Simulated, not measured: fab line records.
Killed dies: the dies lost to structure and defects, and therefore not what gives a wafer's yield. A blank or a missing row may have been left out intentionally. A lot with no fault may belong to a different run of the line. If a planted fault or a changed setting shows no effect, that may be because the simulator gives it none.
2 desks, one fault    flow sky130    each desk has only its own numbers; what lay behind them comes last

== FOR THE TOOL OWNER'S DESK: litho track-04 ==
At SKY_SD_N_SOFTBAKE_03 (time 60 s), the tool's own readings, given per lot that ran on this tool as the mean of the sampled wafers with a number. Any lot whose mean is over 4 standard deviations away from the usual mean is out of limits and marked OUT; that distance is given in the brackets.
Columns: A = exhaust pa at SKY_SD_N_SOFTBAKE_03, usual 45.0 Pa; B = heater power total W at SKY_SD_N_SOFTBAKE_03, usual 56.59 W; C = plate temp C at SKY_SD_N_SOFTBAKE_03, usual 90.00 C
lot   first seen here  A     B                C
L493  day 27 22:44     46.2  56.64            89.90
L494  day 28 01:55     45.2  56.62            89.73
L509  day 32 21:55     45.8  57.09 (+13) OUT  90.68 (+4.8) OUT
L510  day 33 02:16     45.7  57.08 (+13) OUT  90.53
Finding of this desk: L509, L510 out of limits; the first was L509 at day 32 21:55, on heater power total W at SKY_SD_N_SOFTBAKE_03. L493, L494: within limits.

== THE METROLOGY DESK ==
Lot by lot, what the gauges showed, no matter which tool ran the lot: averages of those sampled wafers that carry a number. Any lot whose mean is over 4 standard deviations away from the usual mean is out of limits and marked OUT; that distance is given in the brackets.
Columns: A = LDD_HVN_TW at SKY_LDD_HVN_TW_MEAS_10, usual 1446; B = POLY_CUT_OVL at SKY_POLY_CUT_OVL_MEAS_09, usual 0 nm
lot   first seen here  A     B
L492  day 20 02:14     1456  -1
L493  day 21 03:37     1453  -1
L494  day 21 06:33     1449  0
L496  day 22 05:01     1437  6
L498  day 22 19:41     1448  4
L499  day 22 23:58     1439  -2
L500  day 23 17:03     1448  5
L501  day 23 23:58     1450  -4
L502  day 24 10:28     1451  -2
L509  day 26 13:25     1445  1
L510  day 26 19:34     1451  5
L514  day 28 16:29     1440  -6
L513  day 28 23:52     1447  -1
This desk's verdict: no lot among the 13 shows anything out of limits.

== BROUGHT TOGETHER ==
An alarm could have come from the tool owner's desk at day 32 21:55, on L509, L510.
The metrology desk saw nothing out of limits.
The metrology desk holds a record of L509, L510, inside its limits.
Every lot named ran SKY_SD_N_SOFTBAKE_03 on litho track-04.

== WHAT HAD BEEN PUT IN BY THE SIMULATOR ==
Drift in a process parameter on litho track-04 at SKY_SD_N_SOFTBAKE_03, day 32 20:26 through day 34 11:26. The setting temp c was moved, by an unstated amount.
Struck lots among those shown: L509, L510.
Time in hours from fault onset to the first out-of-limits reading at each desk: the tool owner's desk, 1.
